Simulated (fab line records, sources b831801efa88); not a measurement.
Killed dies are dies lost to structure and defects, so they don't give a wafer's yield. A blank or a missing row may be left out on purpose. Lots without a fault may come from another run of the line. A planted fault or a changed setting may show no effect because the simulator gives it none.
One fault seen from 2 desks | flow sky130 | each desk has only its own numbers; what lay behind them comes last

THE TOOL OWNER'S DESK: furnace-01
The tool's own readings at SKY_SONOS_ONO_OXIDATION_00 (stabilise 600 s, purge 300 s, target thk 2.6 nm): means of the sampled wafers that have a number, for each lot that ran on this tool. A lot is out of limits, marked OUT, if its mean lies more than 4 standard deviations from the usual mean; the brackets give that distance. Of its 10 readings 7 are shown: the one that was out of limits first, and those that lie furthest out on some lot.
Columns: A = spike_tc_bottom_C at SKY_SONOS_ONO_OXIDATION_00, usual 821.4 C; B = spike_tc_centre_C at SKY_SONOS_ONO_OXIDATION_00, usual 801.5 C; C = spike_tc_lower_C at SKY_SONOS_ONO_OXIDATION_00, usual 799.4 C; D = spike_tc_top_C at SKY_SONOS_ONO_OXIDATION_00, usual 815.4 C; E = spike_tc_upper_C at SKY_SONOS_ONO_OXIDATION_00, usual 799.7 C; F = tube_center_temp_C at SKY_SONOS_ONO_OXIDATION_00, usual 800 C; G = tube_center_temp_C_max at SKY_SONOS_ONO_OXIDATION_00, usual 802.1
lot  | first seen here | A                | B               | C               | D                | E               | F                     | G
L620 | day 11 09:52    | 820.6            | 802.0           | 798.4           | 816.0            | 800.2           | 800                   | 802.2
L621 | day 11 17:50    | 820.7            | 800.8           | 799.0           | 816.1            | 798.9           | 800                   | 802.0
L622 | day 12 04:26    | 819.1            | 802.1           | 798.5           | 816.4            | 801.1           | 800                   | 801.8
L623 | day 12 12:38    | 820.5            | 802.2           | 799.2           | 815.9            | 799.2           | 800                   | 802.1
L625 | day 12 23:34    | 821.2            | 801.2           | 799.7           | 816.5            | 800.1           | 800                   | 802.0
L632 | day 15 10:45    | 834.7 (+7.4) OUT | 816.0 (+13) OUT | 813.7 (+13) OUT | 829.4 (+8.8) OUT | 814.4 (+15) OUT | 814 (+99 or more) OUT | 816.3 (+44) OUT
L633 | day 15 20:07    | 834.0 (+7.0) OUT | 816.4 (+14) OUT | 812.3 (+12) OUT | 829.6 (+8.9) OUT | 813.2 (+13) OUT | 814 (+99 or more) OUT | 816.2 (+44) OUT
L642 | day 18 20:01    | 820.2            | 801.5           | 799.3           | 815.5            | 798.8           | 800                   | 802.1
L643 | day 19 04:22    | 820.3            | 802.5           | 799.1           | 817.5            | 799.5           | 800                   | 801.8
This desk's finding: out of limits on L632, L633; first on L632, day 15 10:45 (spike_tc_bottom_C at SKY_SONOS_ONO_OXIDATION_00). In limits: L620, L621, L622, L623, L625, L642, L643.

THE METROLOGY DESK
What the gauges read, lot by lot, whatever tool the lot ran on: means of the sampled wafers that have a number. A lot is out of limits, marked OUT, if its mean lies more than 4 standard deviations from the usual mean; the brackets give that distance.
Columns: A = FIELD_ISO_OXIDATION_01_THK at SKY_FIELD_ISO_THK_MEAS_23, usual 9.98 nm; B = SONOS_ONO_OXIDATION_THK at SKY_SONOS_ONO_THK_MEAS_01, usual 2.59 nm; C = POLY_GATE_CVD_03_THK at SKY_POLY_GATE_THK_MEAS_04, usual 74.7 nm
lot  | first seen here | A     | B               | C
L620 | day 2 07:22     | 10.04 | 2.59            | 74.7
L621 | day 2 11:42     | 10.11 | 2.61            | 74.1
L622 | day 2 17:12     | 9.83  | 2.59            | 73.8
L623 | day 3 01:26     | 10.04 | 2.62            | 75.8
L624 | day 3 05:05     | 9.78  | 2.53            | 75.8
L625 | day 3 08:10     | 9.88  | 2.64            | 74.6
L632 | day 4 21:44     | 10.07 | 3.06 (+8.0) OUT | 74.7
L633 | day 5 03:22     | 9.89  | 3.11 (+9.0) OUT | 74.3
L641 | day 6 21:55     | 10.14 | 2.58            | 75.0
L642 | day 7 01:59     | 9.88  | 2.57            | 74.8
L643 | day 7 06:10     | 9.98  | 2.60            | 74.2
This desk's finding: out of limits on L632, L633; first on L632, day 15 12:06 (SONOS_ONO_OXIDATION_THK at SKY_SONOS_ONO_THK_MEAS_01). In limits: L620, L621, L622, L623, L624, L625, L641, L642, L643.

PUT TOGETHER
The tool owner's desk could have raised an alarm at day 15 10:45, on L632, L633.
The metrology desk could have raised an alarm at day 15 12:06, on L632, L633.
Of the lots named, all ran SKY_SONOS_ONO_OXIDATION_00 on furnace-01.

WHAT THE SIMULATOR HAD PUT IN
Process parameter drift: furnace-01, from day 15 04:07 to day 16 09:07, at SKY_SONOS_ONO_OXIDATION_00. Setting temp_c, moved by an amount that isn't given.
Lots struck among those shown: L632, L633.
Hours from the fault's start to each desk's first reading out of limits: the tool owner's desk, 7; the metrology desk, 8.
